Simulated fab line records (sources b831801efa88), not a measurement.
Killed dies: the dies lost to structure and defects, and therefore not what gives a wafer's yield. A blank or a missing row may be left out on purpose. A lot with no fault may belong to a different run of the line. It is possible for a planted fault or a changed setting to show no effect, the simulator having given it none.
fab line records ; flow gf180mcu ; part 1 of 2: steps 1 to 30 of 40
record: lots: 5; wafers: 15; lastDay: 34
route steps=602 shown STI@27 DNWELL@32 NWELL@42 LVPWELL@54 MVSD@66
lots untouched by any fault: they come from a run of this same line in which no faults occurred
startH: the number of hours between the record's first day and the start of the first shown wafer of the lot ; waitH: hours elapsed since this lot's preceding step ; " repeats the value in the row above ; L1.1+2: a row that stands for several wafers ; - value missing, or start not given ; * or withheld: withheld ; < > ~ a bound
route shown NAME@n: NAME is a module with steps in the file, n the number in the route of the first one ; usual: average and standard deviation across the fault-free wafers ; same: alike in all rows ; chamber/n: place in a boat ; sites: the reading at each site ; _std_site: their standard deviation ; _edge_site: the outer-site mean with the inner-site mean subtracted ; radiusMm: for every site, how far away it sits from the centre of the wafer ; mask NAME#n: copy n ; behind: the most recent tool/chamber to have shaped the wafer ; hold: what put the lot on hold/how long, in hours/how the hold closed ; device: transistor that didn't switch, given as n, p or np ; end of line: at the end of the route, the tests of the same wafers ; a step with no rows: only its recipe ; killed: at the first sort, the dies lost to defects and structure; wafer yield is something else ; map: per-die view of a wafer (x killed, . not killed, _ where there is no die)
set.NAME: the run value of the setting; set.NAME@STEP: its run value at that earlier step ; model.NAME: the simulator's own value behind a step, which no gauge read
a table for each step, a row for each wafer; lots at some steps of the route
services: a tool's chamber out of use, with start hour (startH, from the record's first day; less than 0 if before it), hours out, and reason
== steps ==
step: GF_STI_WET_ETCH_26
recipe: chemistry: dHF; targetDepthNm: 94; target: SiO2; tempC: 25; dilution: 10:1; timeS: 188
lot.wafer;tool;chamber;startH;waitH
L077.1+4+5;wetBench-03;3;44.70;0.2
L087.2+4+6;wetBench-04;3;95.48;0.2
L088.1+3+5;wetBench-04;1;102.28;0.1
L091.1+2+3;wetBench-03;1;116.01;0.1
L096.2+5+6;wetBench-03;1;141.31;0.1
step: GF_STI_WET_ETCH_27
recipe: chemistry: H3PO4; targetDepthNm: 160; target: Si3N4; tempC: 160; timeS: 1825
lot.wafer;tool;chamber;startH;waitH
L077.1+4+5;wetBench-03;2;44.76;0.0
L087.2+4+6;wetBench-01;2;95.54;0.0
L088.1+3+5;wetBench-01;1;102.34;0.0
L091.1+2+3;wetBench-01;1;116.07;0.0
L096.2+5+6;wetBench-01;3;141.38;0.0
step: GF_STI_WET_ETCH_28
recipe: chemistry: dHF; targetDepthNm: 20; dry: ipaMarangoni; target: SiO2; tempC: 24.24; dilution: 10:1; timeS: 40
lot.wafer;tool;chamber;startH;waitH
L077.1+4+5;wetBench-01;1;45.28;0.0
L087.2+4+6;wetBench-04;0;96.11;0.0
L088.1+3+5;wetBench-04;3;102.86;0.0
L091.1+2+3;wetBench-03;3;116.59;0.0
L096.2+5+6;wetBench-04;3;141.89;0.0
step: GF_STI_OXIDATION_29
recipe: tempC: 900; ambient: O2; stabiliseS: 600; purgeS: 300; targetThkA: 100; oxTimeS: 1418
same: stabiliseS: 600
lot.wafer;tool;chamber;startH;waitH
L077.1+4+5;furnace-02;0;45.65;0.4
L087.2+4+6;furnace-01;0;97.82;1.7
L088.1+3+5;furnace-01;0;103.18;0.3
L091.1+2+3;furnace-01;0;116.90;0.3
L096.2+5+6;furnace-02;0;141.91;0.0
step: GF_STI_THK_MEAS_30
recipe: reads: SiO2_of_STI_OXIDATION_29
usual: STI_OXIDATION_02_THK: 10.00/0.19
lot.wafer;tool;chamber;startH;waitH;STI_OXIDATION_02_THK[nm]
L077.1;filmMetro-02;-;47.04;0.0;9.90
L077.4;filmMetro-02;-;47.04;0.0;9.85
L077.5;filmMetro-02;-;47.04;0.0;9.97
L087.2;filmMetro-03;-;99.22;0.0;10.23
L087.4;filmMetro-03;-;99.22;0.0;9.97
L087.6;filmMetro-03;-;99.22;0.0;9.93
L088.1;filmMetro-02;-;104.57;0.0;10.17
L088.3;filmMetro-02;-;104.57;0.0;10.19
L088.5;filmMetro-02;-;104.57;0.0;10.19
L091.1;filmMetro-03;-;118.30;0.0;10.26
L091.2;filmMetro-03;-;118.30;0.0;10.47
L091.3;filmMetro-03;-;118.30;0.0;10.31
L096.2;filmMetro-03;-;143.31;0.0;9.88
L096.5;filmMetro-03;-;143.31;0.0;9.70
L096.6;filmMetro-03;-;143.31;0.0;9.86
step: GF_DNWELL_DEHYDRATE_00
recipe: tempC: 200; timeS: 60
usual: plateTempC: 200.01/0.15
lot.wafer;tool;chamber;startH;waitH;plateTempC
L077.1;lithoTrack-03;0;53.39;6.3;200.20
L077.4;lithoTrack-03;0;53.39;6.3;200.08
L077.5;lithoTrack-03;0;53.39;6.3;200.11
L087.2;lithoTrack-03;0;105.37;6.1;199.64
L087.4;lithoTrack-03;0;105.37;6.1;199.87
L087.6;lithoTrack-03;0;105.37;6.1;199.75
L088.1;lithoTrack-02;0;111.48;6.9;199.83
L088.3;lithoTrack-02;0;111.48;6.9;199.82
L088.5;lithoTrack-02;0;111.48;6.9;199.84
L091.1;lithoTrack-02;0;125.33;7.0;200.13
L091.2;lithoTrack-02;0;125.33;7.0;199.97
L091.3;lithoTrack-02;0;125.33;7.0;200.12
L096.2;lithoTrack-01;0;150.46;7.1;199.66
L096.5;lithoTrack-01;0;150.46;7.1;199.85
L096.6;lithoTrack-01;0;150.46;7.1;199.74
step: GF_DNWELL_HMDS_01
recipe: primeTimeS: 60; primeTempC: 120
lot.wafer;tool;chamber;startH;waitH
L077.1+4+5;lithoTrack-03;0;53.54;0.1
L087.2+4+6;lithoTrack-03;0;105.52;0.1
L088.1+3+5;lithoTrack-02;0;111.63;0.1
L091.1+2+3;lithoTrack-02;0;125.48;0.1
L096.2+5+6;lithoTrack-01;0;150.61;0.1
step: GF_DNWELL_COAT_02
recipe: spinRpm: 2000; resistThkNm: 3000
usual: spinSpeedRpm: 2000.1/1.5
lot.wafer;tool;chamber;startH;waitH;spinSpeedRpm
L077.1;lithoTrack-03;0;53.69;0.1;2000.1
L077.4;lithoTrack-03;0;53.69;0.1;1999.8
L077.5;lithoTrack-03;0;53.69;0.1;1999.9
L087.2;lithoTrack-03;0;105.67;0.1;1997.9
L087.4;lithoTrack-03;0;105.67;0.1;1998.6
L087.6;lithoTrack-03;0;105.67;0.1;1999.2
L088.1;lithoTrack-02;0;111.78;0.1;2000.0
L088.3;lithoTrack-02;0;111.78;0.1;2000.9
L088.5;lithoTrack-02;0;111.78;0.1;1997.3
L091.1;lithoTrack-02;0;125.63;0.1;2001.1
L091.2;lithoTrack-02;0;125.63;0.1;2002.3
L091.3;lithoTrack-02;0;125.63;0.1;2000.3
L096.2;lithoTrack-01;0;150.76;0.1;2002.9
L096.5;lithoTrack-01;0;150.76;0.1;2002.6
L096.6;lithoTrack-01;0;150.76;0.1;2001.4
step: GF_DNWELL_SOFTBAKE_03
recipe: tempC: 110; timeS: withheld
usual: plateTempC: 109.98/0.12
lot.wafer;tool;chamber;startH;waitH;plateTempC
L077.1;lithoTrack-03;0;53.84;0.1;109.79
L077.4;lithoTrack-03;0;53.84;0.1;109.94
L077.5;lithoTrack-03;0;53.84;0.1;109.94
L087.2;lithoTrack-03;0;105.83;0.1;109.91
L087.4;lithoTrack-03;0;105.83;0.1;110.03
L087.6;lithoTrack-03;0;105.83;0.1;109.98
L088.1;lithoTrack-02;0;111.93;0.1;109.93
L088.3;lithoTrack-02;0;111.93;0.1;109.95
L088.5;lithoTrack-02;0;111.93;0.1;110.20
L091.1;lithoTrack-02;0;125.78;0.1;109.97
L091.2;lithoTrack-02;0;125.78;0.1;109.96
L091.3;lithoTrack-02;0;125.78;0.1;109.85
L096.2;lithoTrack-01;0;150.92;0.1;110.12
L096.5;lithoTrack-01;0;150.92;0.1;109.90
L096.6;lithoTrack-01;0;150.92;0.1;110.29
step: GF_DNWELL_EXPOSE_04
recipe: maskId: DNWELL; targetCdNm: 1700; na: 0.6; sourceShape: conventional; sigmaOuter: 0.6; doseMj: 260
usual: focusOffsetNm: 0.0/0.48
lot.wafer;tool;chamber;startH;waitH;mask;focusOffsetNm
L077.1;ilineStepper-02;0;-;-;DNWELL#0;0.4
L077.4;ilineStepper-02;0;-;-;DNWELL#0;0.8
L077.5;ilineStepper-02;0;-;-;DNWELL#0;0.5
L087.2;ilineStepper-02;0;-;-;DNWELL#0;0.4
L087.4;ilineStepper-02;0;-;-;DNWELL#0;0.6
L087.6;ilineStepper-02;0;-;-;DNWELL#0;0.7
L088.1;ilineStepper-02;0;-;-;DNWELL#0;0.2
L088.3;ilineStepper-02;0;-;-;DNWELL#0;-0.1
L088.5;ilineStepper-02;0;-;-;DNWELL#0;-0.1
L091.1;ilineStepper-02;0;-;-;DNWELL#0;0.0
L091.2;ilineStepper-02;0;-;-;DNWELL#0;-0.1
L091.3;ilineStepper-02;0;-;-;DNWELL#0;-0.3
L096.2;ilineStepper-01;0;-;-;DNWELL#0;-0.2
L096.5;ilineStepper-01;0;-;-;DNWELL#0;0.1
L096.6;ilineStepper-01;0;-;-;DNWELL#0;0.0
step: GF_DNWELL_PEB_05
recipe: tempC: 115; timeS: withheld
usual: plateTempC: 115.00/0.12
lot.wafer;tool;chamber;startH;waitH;plateTempC
L077.1;lithoTrack-01;0;-;-;115.02
L077.4;lithoTrack-01;0;-;-;115.05
L077.5;lithoTrack-01;0;-;-;114.98
L087.2;lithoTrack-03;0;-;-;115.24
L087.4;lithoTrack-03;0;-;-;115.12
L087.6;lithoTrack-03;0;-;-;115.11
L088.1;lithoTrack-02;0;-;-;115.13
L088.3;lithoTrack-02;0;-;-;115.02
L088.5;lithoTrack-02;0;-;-;114.99
L091.1;lithoTrack-03;0;-;-;115.12
L091.2;lithoTrack-03;0;-;-;115.20
L091.3;lithoTrack-03;0;-;-;114.92
L096.2;lithoTrack-01;0;-;-;115.05
L096.5;lithoTrack-01;0;-;-;115.17
L096.6;lithoTrack-01;0;-;-;115.08
step: GF_DNWELL_DEVELOP_06
recipe: wallAngleDeg: 90; developTimeS: 60; devTempC: 23
usual: developerTempC: 22.99/0.11
lot.wafer;tool;chamber;startH;waitH;developerTempC
L077.1;lithoTrack-01;0;-;-;22.96
L077.4;lithoTrack-01;0;-;-;22.94
L077.5;lithoTrack-01;0;-;-;23.05
L087.2;lithoTrack-03;0;-;-;22.83
L087.4;lithoTrack-03;0;-;-;22.96
L087.6;lithoTrack-03;0;-;-;22.94
L088.1;lithoTrack-02;0;-;-;22.93
L088.3;lithoTrack-02;0;-;-;23.00
L088.5;lithoTrack-02;0;-;-;23.03
L091.1;lithoTrack-03;0;-;-;23.16
L091.2;lithoTrack-03;0;-;-;23.21
L091.3;lithoTrack-03;0;-;-;23.06
L096.2;lithoTrack-01;0;-;-;22.86
L096.5;lithoTrack-01;0;-;-;22.89
L096.6;lithoTrack-01;0;-;-;22.95
step: GF_DNWELL_IMPLANT_07
recipe: species: P; energyKev: 1500; doseCm2: 1e+13; tiltDeg: 0
lot.wafer;tool;chamber;startH;waitH
L077.1+4+5;implanter-03;0;60.39;-
L087.2+4+6;implanter-04;0;113.32;-
L088.1+3+5;implanter-01;0;119.43;-
L091.1+2+3;implanter-01;0;133.04;-
L096.2+5+6;implanter-04;0;158.41;-
step: GF_DNWELL_STRIP_08
recipe: chemistry: O2/N2; powerW: 1400; pressureMtorr: 1500; platenTempC: 250; o2FlowSccm: 3000; n2FlowSccm: 300; overashFraction: 0.5
usual: drypumpMotorCurrentA: 5.9/0.47; heaterPowerW: 343/14; oesProductAu: 0.723/0.0045; stripTimeToEndpointS: 36.98/0.093
same: overashFraction: 0.5
lot.wafer;tool;chamber;startH;waitH;drypumpMotorCurrentA;heaterPowerW;oesProductAu;rfHoursCounterH;stripTimeToEndpointS
L077.1;plasmaAsher-01;1;60.54;0.1;5.0;351;0.723;44;37.08
L077.4;plasmaAsher-01;1;60.54;0.1;5.0;344;0.718;-;37.01
L077.5;plasmaAsher-01;1;60.54;0.1;5.0;353;0.715;-;37.09
L087.2;plasmaAsher-04;1;113.44;0.1;5.9;343;0.717;34;36.95
L087.4;plasmaAsher-04;0;113.44;0.1;6.3;357;0.724;-;37.05
L087.6;plasmaAsher-04;0;113.44;0.1;6.3;356;0.730;-;37.01
L088.1;plasmaAsher-04;1;119.58;0.1;5.9;335;0.723;35;36.94
L088.3;plasmaAsher-04;1;119.58;0.1;5.9;336;0.728;-;36.95
L088.5;plasmaAsher-04;1;119.58;0.1;5.9;336;0.720;-;36.95
L091.1;plasmaAsher-04;1;133.19;0.1;6.0;340;0.716;37;36.90
L091.2;plasmaAsher-04;0;133.19;0.1;6.3;359;0.729;37;36.94
L091.3;plasmaAsher-04;0;133.19;0.1;6.3;350;0.721;-;36.89
L096.2;plasmaAsher-04;0;158.54;0.1;6.3;357;0.732;39;36.89
L096.5;plasmaAsher-04;0;158.54;0.1;6.3;353;0.728;-;36.84
L096.6;plasmaAsher-04;1;158.54;0.1;5.9;334;0.729;-;36.75
step: GF_DNWELL_TW_MEAS_09
usual: DNWELL_TW: 1343/13
lot.wafer;tool;chamber;startH;waitH;DNWELL_TW
L077.1;filmMetro-04;-;60.64;0.1;1330
L077.4;filmMetro-04;-;60.64;0.1;1333
L077.5;filmMetro-04;-;60.64;0.1;1332
L087.2;filmMetro-04;-;113.55;0.1;1320
L087.4;filmMetro-04;-;113.55;0.1;1321
L087.6;filmMetro-04;-;113.55;0.1;1317
L088.1;filmMetro-03;-;119.68;0.1;1369
L088.3;filmMetro-03;-;119.68;0.1;1370
L088.5;filmMetro-03;-;119.68;0.1;1367
L091.1;filmMetro-04;-;133.29;0.1;1330
L091.2;filmMetro-04;-;133.29;0.1;1328
L091.3;filmMetro-04;-;133.29;0.1;1325
L096.2;filmMetro-01;-;158.65;0.1;1329
L096.5;filmMetro-01;-;158.65;0.1;1332
L096.6;filmMetro-01;-;158.65;0.1;1334
step: GF_NWELL_DEHYDRATE_00
recipe: tempC: 200; timeS: 60
usual: plateTempC: 200.01/0.17
lot.wafer;tool;chamber;startH;waitH;plateTempC
L077.1;lithoTrack-01;0;66.59;5.9;199.98
L077.4;lithoTrack-01;0;66.59;5.9;199.95
L077.5;lithoTrack-01;0;66.59;5.9;200.00
L087.2;lithoTrack-04;0;120.00;6.4;199.67
L087.4;lithoTrack-04;0;120.00;6.4;200.03
L087.6;lithoTrack-04;0;120.00;6.4;199.80
L088.1;lithoTrack-04;0;126.62;6.9;200.04
L088.3;lithoTrack-04;0;126.62;6.9;199.85
L088.5;lithoTrack-04;0;126.62;6.9;200.13
L091.1;lithoTrack-04;0;139.57;6.3;199.82
L091.2;lithoTrack-04;0;139.57;6.3;199.85
L091.3;lithoTrack-04;0;139.57;6.3;199.93
L096.2;lithoTrack-04;0;165.84;7.2;199.81
L096.5;lithoTrack-04;0;165.84;7.2;199.73
L096.6;lithoTrack-04;0;165.84;7.2;199.79
step: GF_NWELL_HMDS_01
recipe: primeTimeS: 60; primeTempC: 120
lot.wafer;tool;chamber;startH;waitH
L077.1+4+5;lithoTrack-01;0;66.74;0.1
L087.2+4+6;lithoTrack-04;0;120.15;0.1
L088.1+3+5;lithoTrack-04;0;126.77;0.1
L091.1+2+3;lithoTrack-04;0;139.72;0.1
L096.2+5+6;lithoTrack-04;0;165.99;0.1
step: GF_NWELL_COAT_02
recipe: spinRpm: 2000; resistThkNm: 3000
usual: spinSpeedRpm: 1999.9/1.4
lot.wafer;tool;chamber;startH;waitH;spinSpeedRpm
L077.1;lithoTrack-01;0;66.89;0.1;2000.1
L077.4;lithoTrack-01;0;66.89;0.1;1998.3
L077.5;lithoTrack-01;0;66.89;0.1;2000.0
L087.2;lithoTrack-04;0;120.30;0.1;2000.8
L087.4;lithoTrack-04;0;120.30;0.1;1999.9
L087.6;lithoTrack-04;0;120.30;0.1;2000.6
L088.1;lithoTrack-04;0;126.92;0.1;1998.9
L088.3;lithoTrack-04;0;126.92;0.1;1999.9
L088.5;lithoTrack-04;0;126.92;0.1;1998.8
L091.1;lithoTrack-04;0;139.87;0.1;2001.9
L091.2;lithoTrack-04;0;139.87;0.1;2001.5
L091.3;lithoTrack-04;0;139.87;0.1;2000.3
L096.2;lithoTrack-04;0;166.14;0.1;2000.5
L096.5;lithoTrack-04;0;166.14;0.1;1998.9
L096.6;lithoTrack-04;0;166.14;0.1;1998.6
step: GF_NWELL_SOFTBAKE_03
recipe: tempC: 110; timeS: withheld
usual: plateTempC: 110.00/0.13
lot.wafer;tool;chamber;startH;waitH;plateTempC
L077.1;lithoTrack-01;0;67.04;0.1;109.79
L077.4;lithoTrack-01;0;67.04;0.1;110.04
L077.5;lithoTrack-01;0;67.04;0.1;110.14
L087.2;lithoTrack-04;0;120.45;0.1;110.20
L087.4;lithoTrack-04;0;120.45;0.1;110.14
L087.6;lithoTrack-04;0;120.45;0.1;110.06
L088.1;lithoTrack-04;0;127.07;0.1;110.02
L088.3;lithoTrack-04;0;127.07;0.1;109.95
L088.5;lithoTrack-04;0;127.07;0.1;110.01
L091.1;lithoTrack-04;0;140.02;0.1;110.06
L091.2;lithoTrack-04;0;140.02;0.1;110.10
L091.3;lithoTrack-04;0;140.02;0.1;109.82
L096.2;lithoTrack-04;0;166.30;0.1;109.94
L096.5;lithoTrack-04;0;166.30;0.1;109.95
L096.6;lithoTrack-04;0;166.30;0.1;110.06
step: GF_NWELL_EXPOSE_04
recipe: maskId: Nwell; targetCdNm: 860; na: 0.6; sourceShape: conventional; sigmaOuter: 0.6; doseMj: 260
usual: focusOffsetNm: 0.1/0.47
lot.wafer;tool;chamber;startH;waitH;mask;focusOffsetNm
L077.1;ilineStepper-01;0;-;-;Nwell#0;-0.1
L077.4;ilineStepper-01;0;-;-;Nwell#0;0.1
L077.5;ilineStepper-01;0;-;-;Nwell#0;-0.2
L087.2;ilineStepper-01;0;-;-;Nwell#0;0.5
L087.4;ilineStepper-01;0;-;-;Nwell#0;0.2
L087.6;ilineStepper-01;0;-;-;Nwell#0;-0.1
L088.1;ilineStepper-02;0;-;-;Nwell#0;-0.3
L088.3;ilineStepper-02;0;-;-;Nwell#0;0.3
L088.5;ilineStepper-02;0;-;-;Nwell#0;-0.1
L091.1;ilineStepper-01;0;-;-;Nwell#0;0.1
L091.2;ilineStepper-01;0;-;-;Nwell#0;0.2
L091.3;ilineStepper-01;0;-;-;Nwell#0;0.2
L096.2;ilineStepper-01;0;-;-;Nwell#0;-0.1
L096.5;ilineStepper-01;0;-;-;Nwell#0;0.1
L096.6;ilineStepper-01;0;-;-;Nwell#0;-0.3
step: GF_NWELL_PEB_05
recipe: tempC: 115; timeS: withheld
usual: plateTempC: 115.00/0.13
lot.wafer;tool;chamber;startH;waitH;plateTempC
L077.1;lithoTrack-02;0;-;-;114.83
L077.4;lithoTrack-02;0;-;-;115.00
L077.5;lithoTrack-02;0;-;-;114.80
L087.2;lithoTrack-02;0;-;-;114.99
L087.4;lithoTrack-02;0;-;-;114.89
L087.6;lithoTrack-02;0;-;-;114.78
L088.1;lithoTrack-02;0;-;-;114.95
L088.3;lithoTrack-02;0;-;-;114.88
L088.5;lithoTrack-02;0;-;-;115.10
L091.1;lithoTrack-04;0;-;-;115.02
L091.2;lithoTrack-04;0;-;-;115.09
L091.3;lithoTrack-04;0;-;-;115.19
L096.2;lithoTrack-04;0;-;-;115.01
L096.5;lithoTrack-04;0;-;-;114.80
L096.6;lithoTrack-04;0;-;-;114.93
step: GF_NWELL_DEVELOP_06
recipe: wallAngleDeg: 90; developTimeS: 60; devTempC: 23
usual: developerTempC: 23.01/0.11
lot.wafer;tool;chamber;startH;waitH;developerTempC
L077.1;lithoTrack-02;0;-;-;22.84
L077.4;lithoTrack-02;0;-;-;22.88
L077.5;lithoTrack-02;0;-;-;23.01
L087.2;lithoTrack-02;0;-;-;23.06
L087.4;lithoTrack-02;0;-;-;22.92
L087.6;lithoTrack-02;0;-;-;22.98
L088.1;lithoTrack-02;0;-;-;23.22
L088.3;lithoTrack-02;0;-;-;23.05
L088.5;lithoTrack-02;0;-;-;22.96
L091.1;lithoTrack-04;0;-;-;22.92
L091.2;lithoTrack-04;0;-;-;22.98
L091.3;lithoTrack-04;0;-;-;22.87
L096.2;lithoTrack-04;0;-;-;22.84
L096.5;lithoTrack-04;0;-;-;22.98
L096.6;lithoTrack-04;0;-;-;23.08
step: GF_NWELL_OVL_MEAS_07
usual: NWELL_OVL: 0.2/1.5
lot.wafer;tool;chamber;startH;waitH;NWELL_OVL[nm]
L077.1;overlay-01;-;73.33;-;-2.4
L077.4;overlay-01;-;73.33;-;-2.3
L077.5;overlay-01;-;73.33;-;-1.6
L087.2;overlay-02;-;128.24;-;-0.5
L087.4;overlay-02;-;128.24;-;-1.2
L087.6;overlay-02;-;128.24;-;-0.3
L088.1;overlay-02;-;134.18;-;0.2
L088.3;overlay-02;-;134.18;-;-1.5
L088.5;overlay-02;-;134.18;-;-1.5
L091.1;overlay-02;-;148.07;-;-0.7
L091.2;overlay-02;-;148.07;-;-2.2
L091.3;overlay-02;-;148.07;-;-1.2
L096.2;overlay-02;-;173.88;-;0.0
L096.5;overlay-02;-;173.88;-;0.3
L096.6;overlay-02;-;173.88;-;0.3
step: GF_NWELL_IMPLANT_08
recipe: species: P; energyKev: 450; doseCm2: 1.5e+13; tiltDeg: 0
lot.wafer;tool;chamber;startH;waitH
L077.1+4+5;implanter-02;0;73.37;0.0
L087.2+4+6;implanter-04;0;128.29;0.0
L088.1+3+5;implanter-04;0;134.22;0.0
L091.1+2+3;implanter-04;0;148.11;0.0
L096.2+5+6;implanter-03;0;173.93;0.0
step: GF_NWELL_IMPLANT_09
recipe: species: P; energyKev: 160; doseCm2: 4e+12; tiltDeg: 0
lot.wafer;tool;chamber;startH;waitH
L077.1+4+5;implanter-02;0;73.52;0.1
L087.2+4+6;implanter-04;0;128.44;0.1
L088.1+3+5;implanter-04;0;134.37;0.1
L091.1+2+3;implanter-04;0;148.26;0.1
L096.2+5+6;implanter-03;0;174.08;0.1
step: GF_NWELL_STRIP_10
recipe: chemistry: O2/N2; powerW: 1400; pressureMtorr: 1500; platenTempC: 250; o2FlowSccm: 3000; n2FlowSccm: 300; overashFraction: 0.5
usual: drypumpMotorCurrentA: 5.8/0.45; heaterPowerW: 324/24; oesProductAu: 0.722/0.0046; stripTimeToEndpointS: 37.01/0.1
same: overashFraction: 0.5
lot.wafer;tool;chamber;startH;waitH;drypumpMotorCurrentA;heaterPowerW;oesProductAu;rfHoursCounterH;stripTimeToEndpointS
L077.1;plasmaAsher-02;1;73.67;0.1;6.6;370;0.724;32;37.00
L077.4;plasmaAsher-02;0;73.67;0.1;5.5;317;0.731;-;36.97
L077.5;plasmaAsher-02;0;73.67;0.1;5.5;313;0.723;-;36.97
L087.2;plasmaAsher-03;0;128.57;0.1;5.7;308;0.720;1;37.12
L087.4;plasmaAsher-03;1;128.57;0.1;6.0;309;0.723;-;37.14
L087.6;plasmaAsher-03;0;128.57;0.1;5.7;309;0.725;-;37.07
L088.1;plasmaAsher-01;1;134.52;0.1;5.0;347;0.720;52;36.79
L088.3;plasmaAsher-01;1;134.52;0.1;5.0;355;0.724;-;36.86
L088.5;plasmaAsher-01;0;134.52;0.1;5.6;339;0.723;-;36.82
L091.1;plasmaAsher-03;0;148.41;0.1;5.7;314;0.716;3;36.98
L091.2;plasmaAsher-03;1;148.41;0.1;6.0;306;0.726;3;37.07
L091.3;plasmaAsher-03;0;148.41;0.1;5.7;316;0.724;-;36.97
L096.2;plasmaAsher-01;1;174.21;0.1;5.0;350;0.725;55;36.98
L096.5;plasmaAsher-01;1;174.21;0.1;5.0;344;0.726;-;36.82
L096.6;plasmaAsher-01;0;174.21;0.1;5.6;337;0.722;-;36.91
step: GF_NWELL_TW_MEAS_11
usual: NWELL_TW: 1561/10
lot.wafer;tool;chamber;startH;waitH;NWELL_TW
L077.1;filmMetro-01;-;73.77;0.1;1570
L077.4;filmMetro-01;-;73.77;0.1;1557
L077.5;filmMetro-01;-;73.77;0.1;1560
L087.2;filmMetro-04;-;128.68;0.1;1557
L087.4;filmMetro-04;-;128.68;0.1;1558
L087.6;filmMetro-04;-;128.68;0.1;1548
L088.1;filmMetro-01;-;134.62;0.1;1558
L088.3;filmMetro-01;-;134.62;0.1;1565
L088.5;filmMetro-01;-;134.62;0.1;1565
L091.1;filmMetro-04;-;148.51;0.1;1562
L091.2;filmMetro-04;-;148.51;0.1;1556
L091.3;filmMetro-04;-;148.51;0.1;1558
L096.2;filmMetro-01;-;174.32;0.1;1563
L096.5;filmMetro-01;-;174.32;0.1;1567
L096.6;filmMetro-01;-;174.32;0.1;1562
step: GF_LVPWELL_DEHYDRATE_00
recipe: tempC: 200; timeS: 60
usual: plateTempC: 199.99/0.15
lot.wafer;tool;chamber;startH;waitH;plateTempC
L077.1;lithoTrack-03;0;80.19;6.4;199.95
L077.4;lithoTrack-03;0;80.19;6.4;200.10
L077.5;lithoTrack-03;0;80.19;6.4;200.03
L087.2;lithoTrack-04;0;134.90;6.2;200.21
L087.4;lithoTrack-04;0;134.90;6.2;199.97
L087.6;lithoTrack-04;0;134.90;6.2;200.05
L088.1;lithoTrack-02;0;141.38;6.8;200.03
L088.3;lithoTrack-02;0;141.38;6.8;199.95
L088.5;lithoTrack-02;0;141.38;6.8;199.90
L091.1;lithoTrack-03;0;155.09;6.6;199.98
L091.2;lithoTrack-03;0;155.09;6.6;200.02
L091.3;lithoTrack-03;0;155.09;6.6;200.10
L096.2;lithoTrack-02;0;181.81;7.5;199.79
L096.5;lithoTrack-02;0;181.81;7.5;200.03
L096.6;lithoTrack-02;0;181.81;7.5;199.89
step: GF_LVPWELL_HMDS_01
recipe: primeTimeS: 60; primeTempC: 120
lot.wafer;tool;chamber;startH;waitH
L077.1+4+5;lithoTrack-03;0;80.34;0.1
L087.2+4+6;lithoTrack-04;0;135.05;0.1
L088.1+3+5;lithoTrack-02;0;141.53;0.1
L091.1+2+3;lithoTrack-03;0;155.24;0.1
L096.2+5+6;lithoTrack-02;0;181.96;0.1
step: GF_LVPWELL_COAT_02
recipe: spinRpm: 2000; resistThkNm: 3000
usual: spinSpeedRpm: 2000.3/1.5
lot.wafer;tool;chamber;startH;waitH;spinSpeedRpm
L077.1;lithoTrack-03;0;80.49;0.1;2001.4
L077.4;lithoTrack-03;0;80.49;0.1;1998.6
L077.5;lithoTrack-03;0;80.49;0.1;1999.6
L087.2;lithoTrack-04;0;135.20;0.1;2001.8
L087.4;lithoTrack-04;0;135.20;0.1;2003.5
L087.6;lithoTrack-04;0;135.20;0.1;2000.5
L088.1;lithoTrack-02;0;141.68;0.1;2000.7
L088.3;lithoTrack-02;0;141.68;0.1;2003.3
L088.5;lithoTrack-02;0;141.68;0.1;2000.7
L091.1;lithoTrack-03;0;155.39;0.1;2001.5
L091.2;lithoTrack-03;0;155.39;0.1;2000.6
L091.3;lithoTrack-03;0;155.39;0.1;1999.9
L096.2;lithoTrack-02;0;182.11;0.1;1997.8
L096.5;lithoTrack-02;0;182.11;0.1;2000.8
L096.6;lithoTrack-02;0;182.11;0.1;2000.5
